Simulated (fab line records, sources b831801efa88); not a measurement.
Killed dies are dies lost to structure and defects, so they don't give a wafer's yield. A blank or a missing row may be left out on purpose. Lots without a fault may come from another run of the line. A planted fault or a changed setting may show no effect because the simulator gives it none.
Problem report in the 8D (eight disciplines) form, filled by code | flow sky130 | the parts of the form that need people (team, actions taken, sign-off) are left out

1. THE PROBLEM
beam_energy_keV at SKY_NWELL_IMPLANT_11 reads a mean of 385.41 on 6 wafers of 2 lots; wafers without a fault read 399.97 with a standard deviation of 0.12. That is -99 or more standard deviations from the usual mean.
First seen on wafer L309.1, day 8 14:02, on implanter-03. The record holds 39 wafers of 13 lots with a number at this step. Rule for "out", or "out of limits": more than 4 standard deviations from the usual mean. The other wafers with a number count as sound.

2. WHAT IT IS AND WHAT IT IS NOT
question                    | is                     | is not
which readings at this step | beam_energy_keV        | faraday_current_uA
which lots                  | L309, L313             | L294, L295, L296, L297, L298, L299, L301, L302, L303, L304, L314
which wafers of those lots  | all that have a number | -
read on which tools         | implanter-03           | implanter-01, implanter-04
when                        | from day 8 14:02       | up to then (30 sound wafers); but 3 sound wafers of L314 came after

3. SUSPECTS, AND WHAT RULES EACH OUT
Counting: a tool at a process step up to the reading stays a suspect if it ran every lot that is out and no sound lot after the first of them.
- rie_si-02 at SKY_FIELD_ISO_ETCH_17 (etches Si in HBr/Cl2/O2, target depth 342 nm, time 97.7 s): kept. It ran every lot that is out, first L309 (day 5 20:19), and no sound lot after that; its last sound lot up to then is L297 (day 3 09:10).
- implanter-03 at SKY_NWELL_IMPLANT_11: kept. It ran every lot that is out, first L309 (day 8 14:02), and no sound lot after that; its last sound lot up to then is L302 (day 6 23:16). Its own readings are out on those wafers: beam_energy_keV.
Left after counting: rie_si-02 at SKY_FIELD_ISO_ETCH_17, implanter-03 at SKY_NWELL_IMPLANT_11.

4. THE CAUSE (what the simulator had put in)
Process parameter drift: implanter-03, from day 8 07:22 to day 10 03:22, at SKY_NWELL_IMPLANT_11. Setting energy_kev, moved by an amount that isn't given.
Counting left 2 suspects, and this tool is among them.

5. THE CHAIN OF EFFECTS, in route order
Each row: a reading whose mean over the struck wafers that have a number lies more than 3 standard deviations from the usual. Only readings for which the record gives a usual standard deviation are gone through. hours: the time from each lot's start at the first step in this table that gives one to its start at this step, as a median over the lots. sigmas: the change in usual standard deviations.
hours | step                 | reading         | usual  | on struck wafers | change | sigmas
0     | SKY_NWELL_IMPLANT_11 | beam_energy_keV | 399.97 | 385.41           | -14.56 | -99 or more
The process steps in it:
- SKY_NWELL_IMPLANT_11
Later measuring or inspecting steps at which every struck wafer that the step has a row for has a number for every such reading, and none has moved that far: SKY_NWELL_RS_MEAS_31, SKY_SONOS_ONO_THK_MEAS_05.

6. WHAT WOULD HAVE CAUGHT IT SOONER
In this record the first reading out of limits was taken at day 8 14:02, 7 hours after the fault began at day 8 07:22.
